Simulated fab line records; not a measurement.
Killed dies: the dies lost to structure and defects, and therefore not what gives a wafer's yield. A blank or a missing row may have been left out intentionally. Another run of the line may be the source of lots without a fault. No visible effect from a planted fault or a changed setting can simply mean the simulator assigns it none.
The tool behind it: which one? | flow sky130 | 15 lots with 45 wafers sampled at 5 steps, on a route of 708 steps

== WHAT THE GAUGES SHOWED, per wafer ==
SKY_CAPM_RS_MEAS_03: uses a four-point probe to measure. Usual: CAPM_TIN_RS typically reads 6.89 ohm/sq, with standard deviation 0.083.
lot  | measured     | on           | CAPM_TIN_RS (ohm/sq) | flag
L864 | day 37 11:34 | filmMetro-03 | 6.88 6.79 6.78       | 
L867 | day 37 11:44 | filmMetro-04 | 6.98 7.03 6.98       | 
L870 | day 37 13:51 | filmMetro-03 | 6.78 6.73 6.85       | 
L872 | day 38 18:34 | filmMetro-03 | 6.96 6.96 6.97       | 
L873 | day 38 19:15 | filmMetro-03 | 6.93 6.88 6.92       | 
L874 | day 39 01:25 | filmMetro-01 | 6.80 6.80 6.74       | 
L876 | day 43 07:40 | filmMetro-04 | 7.01 6.90 7.01       | 
L877 | day 43 12:07 | filmMetro-04 | 6.77 6.75 6.79       | 
L883 | day 43 13:17 | filmMetro-04 | - - - - - -          | OFF
L878 | day 43 13:29 | filmMetro-03 | - - - - - -          | OFF
L875 | day 43 14:14 | filmMetro-04 | - - - - - -          | OFF
L885 | day 43 15:12 | filmMetro-01 | 6.95 6.87 6.89       | 
L881 | day 43 16:12 | filmMetro-01 | 6.95 6.96 6.94       | 
L880 | day 43 17:30 | filmMetro-01 | 6.74 6.71 6.77       | 
L887 | day 43 19:40 | filmMetro-03 | 7.00 7.00 7.02       | 

== WHICH TOOL RAN EACH LOT (tool, then ch and the chambers of the sampled wafers, then the start) ==
lot  | SKY_VIA2_ETCH_14                  | SKY_METAL3_SPUTTER_03       | SKY_METAL3_SPUTTER_04       | SKY_CAPM_SPUTTER_02
L864 | rieDiel-03 ch 0,2, day 37 09:40   | pvdSputter-03, day 37 11:18 | pvdSputter-03, day 37 11:19 | pvdSputter-04, day 37 11:27
L867 | rieDiel-01 ch 0,1,3, day 37 09:59 | pvdSputter-01, day 37 11:26 | pvdSputter-01, day 37 11:28 | pvdSputter-02, day 37 11:35
L870 | rieDiel-01 ch 0,2, day 37 12:08   | pvdSputter-02, day 37 13:36 | pvdSputter-02, day 37 13:37 | pvdSputter-01, day 37 13:45
L872 | rieDiel-01 ch 1,2,3, day 38 16:47 | pvdSputter-02, day 38 18:17 | pvdSputter-02, day 38 18:18 | pvdSputter-04, day 38 18:26
L873 | rieDiel-01 ch 2,3, day 38 17:29   | pvdSputter-01, day 38 18:59 | pvdSputter-01, day 38 19:01 | pvdSputter-02, day 38 19:08
L874 | rieDiel-03 ch 0,1,2, day 38 23:35 | pvdSputter-01, day 39 01:05 | pvdSputter-01, day 39 01:07 | pvdSputter-04, day 39 01:15
L876 | rieDiel-03 ch 0,1,3, day 43 05:53 | pvdSputter-02, day 43 07:25 | pvdSputter-02, day 43 07:26 | pvdSputter-01, day 43 07:34
L877 | rieDiel-04 ch 0,2,3, day 43 10:20 | pvdSputter-03, day 43 11:50 | pvdSputter-03, day 43 11:52 | pvdSputter-04, day 43 11:59
L883 | rieDiel-03 ch 0,2, day 43 11:29   | pvdSputter-02, day 43 13:02 | pvdSputter-02, day 43 13:02 | pvdSputter-04, day 43 13:10
L878 | rieDiel-01 ch 0,1, day 43 11:41   | pvdSputter-01, day 43 13:11 | pvdSputter-01, day 43 13:13 | pvdSputter-02, day 43 13:20
L875 | rieDiel-03 ch 0,3, day 43 12:29   | pvdSputter-03, day 43 13:57 | pvdSputter-03, day 43 13:58 | pvdSputter-01, day 43 14:06
L885 | rieDiel-01 ch 1,3, day 43 13:26   | pvdSputter-02, day 43 14:56 | pvdSputter-02, day 43 14:58 | pvdSputter-01, day 43 15:05
L881 | rieDiel-04 ch 0,3, day 43 14:25   | pvdSputter-03, day 43 15:53 | pvdSputter-03, day 43 15:54 | pvdSputter-02, day 43 16:02
L880 | rieDiel-04 ch 0,1,3, day 43 15:44 | pvdSputter-01, day 43 17:14 | pvdSputter-01, day 43 17:16 | pvdSputter-01, day 43 17:23
L887 | rieDiel-03 ch 0,1,3, day 43 17:29 | pvdSputter-01, day 43 19:25 | pvdSputter-01, day 43 19:25 | pvdSputter-01, day 43 19:34
- SKY_VIA2_ETCH_14: etches BARC in N2/H2, stops on SiO2, time 45.9 s, target depth 60 nm.
- SKY_METAL3_SPUTTER_03: material Ti, target thk 5 nm, time 3.3 s.
- SKY_METAL3_SPUTTER_04: material TiN, target thk 70 nm, time 58.3 s.
- SKY_CAPM_SPUTTER_02: material TiN, target thk 200 nm, time 166.7 s.

== WHAT THE TOOLS THEMSELVES READ (means of the sampled wafers that have a number; where no wafer has one, the mark that the record gives instead) ==
SKY_VIA2_ETCH_14. Usual: biasW 100.0 W, standard deviation 0.3; drypumpMotorCurrentA 5.7 A, standard deviation 0.46; oesProductAu 0.855 a.u., standard deviation 0.0049; throttleValvePct 13.225 %, standard deviation 0.0096.
lot  | tool       | biasW (W) | drypumpMotorCurrentA (A) | oesProductAu (a.u.) | throttleValvePct (%) | flag
L864 | rieDiel-03 | 100.2     | 5.6                      | 0.856               | 13.222               | 
L867 | rieDiel-01 | 100.0     | 5.9                      | 0.854               | 13.226               | 
L870 | rieDiel-01 | 99.8      | 6.4                      | 0.857               | 13.219               | 
L872 | rieDiel-01 | 100.2     | 5.8                      | 0.852               | 13.229               | 
L873 | rieDiel-01 | 100.2     | 6.1                      | 0.849               | 13.219               | 
L874 | rieDiel-03 | 100.0     | 5.3                      | 0.857               | 13.226               | 
L876 | rieDiel-03 | 99.9      | 5.3                      | 0.856               | 13.228               | 
L877 | rieDiel-04 | 100.1     | 5.8                      | 0.853               | 13.230               | 
L883 | rieDiel-03 | 100.4     | 5.6                      | 0.856               | 13.221               | 
L878 | rieDiel-01 | 99.6      | 5.9                      | 0.852               | 13.212               | 
L875 | rieDiel-03 | 99.7      | 5.6                      | 0.859               | 13.215               | 
L885 | rieDiel-01 | 100.0     | 5.5                      | 0.855               | 13.229               | 
L881 | rieDiel-04 | 100.3     | 5.9                      | 0.861               | 13.218               | 
L880 | rieDiel-04 | 99.9      | 5.7                      | 0.856               | 13.228               | 
L887 | rieDiel-03 | 100.2     | 5.3                      | 0.853               | 13.226               | 

SKY_METAL3_SPUTTER_03. Usual: cathodeDcPowerW 3000.0 W, standard deviation 0.57; chamberPressurePa 0.4000 Pa, standard deviation 0.00093; throttleValvePct 29.9 %, standard deviation 1.
lot  | tool          | cathodeDcPowerW (W) | chamberPressurePa (Pa) | throttleValvePct (%) | flag
L864 | pvdSputter-03 | 3000.1              | 0.4000                 | 29.3                 | 
L867 | pvdSputter-01 | 2999.6              | 0.4010                 | 30.5                 | 
L870 | pvdSputter-02 | 3000.1              | 0.4004                 | 29.9                 | 
L872 | pvdSputter-02 | 3000.2              | 0.3993                 | 30.2                 | 
L873 | pvdSputter-01 | 3000.5              | 0.3990                 | 29.1                 | 
L874 | pvdSputter-01 | 3000.0              | 0.3987                 | 30.0                 | 
L876 | pvdSputter-02 | 3000.0              | 0.3994                 | 30.2                 | 
L877 | pvdSputter-03 | 3000.1              | 0.3986                 | 29.8                 | 
L883 | pvdSputter-02 | 3000.8              | 0.4003                 | 30.8                 | 
L878 | pvdSputter-01 | 3000.0              | 0.3995                 | 30.0                 | 
L875 | pvdSputter-03 | 3000.0              | 0.3998                 | 30.2                 | 
L885 | pvdSputter-02 | 3000.4              | 0.3995                 | 30.4                 | 
L881 | pvdSputter-03 | 3000.0              | 0.3997                 | 29.9                 | 
L880 | pvdSputter-01 | 2999.5              | 0.4003                 | 29.8                 | 
L887 | pvdSputter-01 | 2999.7              | 0.4008                 | 29.3                 | 

SKY_METAL3_SPUTTER_04. Usual: cathodeDcPowerW 6500.0 W, standard deviation 1.2; chamberPressurePa 0.4000 Pa, standard deviation 0.00073; throttleValvePct 29.9 %, standard deviation 1.
lot  | tool          | cathodeDcPowerW (W) | chamberPressurePa (Pa) | throttleValvePct (%) | flag
L864 | pvdSputter-03 | 6499.2              | 0.3998                 | 29.5                 | 
L867 | pvdSputter-01 | 6500.8              | 0.4012                 | 30.4                 | 
L870 | pvdSputter-02 | 6500.4              | 0.4004                 | 29.7                 | 
L872 | pvdSputter-02 | 6500.0              | 0.3997                 | 30.2                 | 
L873 | pvdSputter-01 | 6500.7              | 0.4001                 | 29.1                 | 
L874 | pvdSputter-01 | 6500.4              | 0.3996                 | 30.1                 | 
L876 | pvdSputter-02 | 6501.2              | 0.3995                 | 30.1                 | 
L877 | pvdSputter-03 | 6500.7              | 0.3997                 | 29.9                 | 
L883 | pvdSputter-02 | 6499.0              | 0.4007                 | 30.7                 | 
L878 | pvdSputter-01 | 6500.5              | 0.3990                 | 30.2                 | 
L875 | pvdSputter-03 | 6501.0              | 0.3998                 | 30.5                 | 
L885 | pvdSputter-02 | 6500.1              | 0.3995                 | 30.4                 | 
L881 | pvdSputter-03 | 6501.0              | 0.3999                 | 29.9                 | 
L880 | pvdSputter-01 | 6500.5              | 0.3991                 | 29.9                 | 
L887 | pvdSputter-01 | 6499.6              | 0.4006                 | 29.3                 | 

SKY_CAPM_SPUTTER_02. Usual: cathodeDcPowerW 6500.1 W, standard deviation 1.2; chamberPressurePa 0.3999 Pa, standard deviation 0.00075; susceptorTempC 299.98 C, standard deviation 0.18; throttleValvePct 30.2 %, standard deviation 0.92.
lot  | tool          | cathodeDcPowerW (W) | chamberPressurePa (Pa) | susceptorTempC (C) | throttleValvePct (%) | flag
L864 | pvdSputter-04 | 6501.1              | 0.3990                 | 300.19             | 30.5                 | 
L867 | pvdSputter-02 | 6500.2              | 0.3994                 | 300.07             | 30.3                 | 
L870 | pvdSputter-01 | 6501.2              | 0.4000                 | 299.93             | 30.4                 | 
L872 | pvdSputter-04 | 6500.1              | 0.4001                 | 299.90             | 30.4                 | 
L873 | pvdSputter-02 | 6498.1              | 0.3993                 | 300.04             | 30.9                 | 
L874 | pvdSputter-04 | 6500.6              | 0.4001                 | 299.77             | 30.0                 | 
L876 | pvdSputter-01 | 6501.0              | 0.3998                 | 300.03             | 30.3                 | 
L877 | pvdSputter-04 | 6500.4              | 0.3996                 | 299.72             | 30.5                 | 
L883 | pvdSputter-04 | -                   | -                      | -                  | -                    | OFF
L878 | pvdSputter-02 | -                   | -                      | -                  | -                    | OFF
L875 | pvdSputter-01 | -                   | -                      | -                  | -                    | OFF
L885 | pvdSputter-01 | 6500.3              | 0.3998                 | 299.97             | 29.9                 | 
L881 | pvdSputter-02 | 6499.4              | 0.3997                 | 299.87             | 29.4                 | 
L880 | pvdSputter-01 | 6501.8              | 0.3996                 | 299.88             | 29.6                 | 
L887 | pvdSputter-01 | 6500.9              | 0.3993                 | 300.15             | 29.4                 | 

== THE ANSWER, worked out from the rows above alone ==
Rule: a lot is off if the mean of its wafers that have a number lies more than 3 standard deviations from the usual mean. Also off: a lot with no number at a reading for which 4 or more lots have one. Where the step has rows for the other lots, those lots are counted as sound. Order of review: gauges by route order, followed by the tools' own readings, for which a lot's mean as printed above is used. The first step at which some lot is off is used, and at that step the reading that is off furthest; a lot without a number counts as furthest.
Off: at SKY_CAPM_RS_MEAS_03 (CAPM_TIN_RS), L883, L878, L875. Without a number there: L883, L878, L875.
If a tool, at a process step before that reading, ran all the lots that are off and no sound lot after the first of them, it fits. Not tried: the gauges at SKY_CAPM_RS_MEAS_03; whatever is off there is also off at SKY_CAPM_SPUTTER_02, on other tools, and gauge error can't account for it. Of those tried, none fits.

== WHAT THE SIMULATOR PUT IN ==
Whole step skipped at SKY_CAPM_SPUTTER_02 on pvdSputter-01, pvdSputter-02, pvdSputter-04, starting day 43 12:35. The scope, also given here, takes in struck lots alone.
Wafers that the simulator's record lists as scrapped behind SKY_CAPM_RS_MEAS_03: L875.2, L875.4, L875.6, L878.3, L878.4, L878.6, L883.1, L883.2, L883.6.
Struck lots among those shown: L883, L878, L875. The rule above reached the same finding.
